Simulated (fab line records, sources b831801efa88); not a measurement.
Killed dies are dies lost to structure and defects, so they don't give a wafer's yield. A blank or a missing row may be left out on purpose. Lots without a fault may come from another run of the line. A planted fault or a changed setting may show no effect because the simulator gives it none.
Chamber matching | flow gf180mcu | GF_STI_CMP_25 on cmp-01: 4 sister chambers
The step polishes, stops on Si3N4, t overpolish 33 s, target thk 524.6 nm. 14 wafers are shown with their chamber, then 7 later ones without.

WAFERS WITH THEIR CHAMBER
wafer  | chamber | motor_current_A (A)
L658.2 | 1       | 10.8
L658.4 | 0       | 11.8
L658.6 | 2       | 13.0
L659.2 | 3       | 10.7
L659.4 | 1       | 10.5
L659.6 | 1       | 10.3
L660.1 | 1       | 10.5
L660.2 | 3       | 10.8
L660.3 | 0       | 12.4
L668.1 | 2       | 12.9
L668.3 | 3       | 10.2
L668.6 | 0       | 12.0
L673.2 | 2       | 12.3
L673.3 | 1       | 10.5

SIGNATURES (means of the wafers above)
reading         | chamber 0 | chamber 1 | chamber 2 | chamber 3 | scatter within a chamber
motor_current_A | 12.067    | 10.520    | 12.733    | 10.567    | 0.284
Rule: a wafer's distance from a chamber is the root of the sum, over the readings, of the square of ((its reading less the chamber's mean) divided by the reading's scatter). The wafer belongs to the nearest chamber; if the next one is less than 2 further off, it can't be placed. The scatter: the root of (the sum of the squares of (reading less its chamber's mean) over the shown wafers, divided by (wafers less chambers)).

WAFERS WITHOUT THEIR CHAMBER
wafer  | motor_current_A (A)
L673.4 | 12.2
L674.2 | 12.8
L674.4 | 12.4
L674.5 | 10.1
L679.3 | 11.9
L679.4 | 12.1
L679.5 | 12.5

WHICH CHAMBER EACH WENT THROUGH
wafer  | from the rows above     | in truth
L673.4 | can't be placed: 0 or 2 | 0
L674.2 | 2                       | 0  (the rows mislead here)
L674.4 | can't be placed: 0 or 2 | 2
L674.5 | can't be placed: 1 or 3 | 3
L679.3 | 0                       | 0
L679.4 | 0                       | 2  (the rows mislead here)
L679.5 | can't be placed: 2 or 0 | 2
Placed correctly: 1 of 7. Can't be placed from these rows: 4 (the true chamber is among the candidates in 4). Placed wrongly: 2.
